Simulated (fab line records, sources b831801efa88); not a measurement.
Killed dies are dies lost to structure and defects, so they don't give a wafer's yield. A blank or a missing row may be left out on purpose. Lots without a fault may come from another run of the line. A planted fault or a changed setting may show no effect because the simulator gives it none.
Which tool did it? | flow gf180mcu | 6 lots, 18 wafers sampled, at 4 steps of a route of 602

WHAT THE GAUGES READ, wafer by wafer
GF_TOP_METAL_CD_MEAS_14: target cd 440 nm.
lot  | measured     | on        | cd_nm (nm)
L523 | day 28 17:49 | cd_sem-02 | 436.5 436.1 437.9
L525 | day 29 18:51 | cd_sem-01 | 440.5 441.6 440.0
L527 | day 30 05:48 | cd_sem-02 | 442.0 442.1 441.9
L529 | day 30 16:14 | cd_sem-02 | 438.8 437.4 438.8
L536 | day 32 19:21 | cd_sem-02 | 440.9 442.6 442.4
L540 | day 33 10:13 | cd_sem-02 | 439.3 440.4 440.3

WHICH TOOL RAN EACH LOT (tool, then ch and the chambers of the sampled wafers, then the start)
lot  | GF_M5_METAL_ETCH_10               | GF_TOP_METAL_SPUTTER_00      | GF_TOP_METAL_SPUTTER_04
L523 | rie_metal-04 ch 0,1, day 26 23:48 | pvd_sputter-03, day 27 22:03 | pvd_sputter-03, day 27 22:15
L525 | rie_metal-02 ch 0,1, day 28 00:52 | pvd_sputter-02, day 28 23:30 | pvd_sputter-02, day 28 23:41
L527 | rie_metal-02 ch 0,1, day 28 12:39 | pvd_sputter-01, day 29 10:51 | pvd_sputter-01, day 29 11:03
L529 | rie_metal-04 ch 0,1, day 28 23:18 | pvd_sputter-01, day 29 21:17 | pvd_sputter-01, day 29 21:28
L536 | rie_metal-02 ch 0,1, day 31 04:40 | pvd_sputter-03, day 32 04:31 | pvd_sputter-03, day 32 04:43
L540 | rie_metal-03 ch 0,1, day 31 22:51 | pvd_sputter-01, day 32 17:34 | pvd_sputter-01, day 32 17:45
- GF_M5_METAL_ETCH_10: etches the open film in Cl2/BCl3, stops on SiO2, target depth 627.5 nm, time 104.6 s.
- GF_TOP_METAL_SPUTTER_00: material Ti, target thk 37.5 nm, time 150 s.
- GF_TOP_METAL_SPUTTER_04: material TiN, target thk 25 nm, time 20.8 s.

THE ANSWER, worked out from the rows above alone
Rule: what is usual is taken from the lots themselves. Put in order of their means at a reading, lots are off if they are a third of the lots or fewer, leave a main group of 4 or more, and stand apart from it by a gap of 3 or more times the standard deviation of the main group's means; of several such gaps the widest counts. A main group whose means are all the same, to the digits that the tables above print for the reading, isn't used. A lot without any number at a reading at which 4 lots or more have one is off too. The other lots that the step has rows for count as sound.
No lot is off at any reading shown: from this, nothing can be told.

WHAT THE SIMULATOR HAD PUT IN
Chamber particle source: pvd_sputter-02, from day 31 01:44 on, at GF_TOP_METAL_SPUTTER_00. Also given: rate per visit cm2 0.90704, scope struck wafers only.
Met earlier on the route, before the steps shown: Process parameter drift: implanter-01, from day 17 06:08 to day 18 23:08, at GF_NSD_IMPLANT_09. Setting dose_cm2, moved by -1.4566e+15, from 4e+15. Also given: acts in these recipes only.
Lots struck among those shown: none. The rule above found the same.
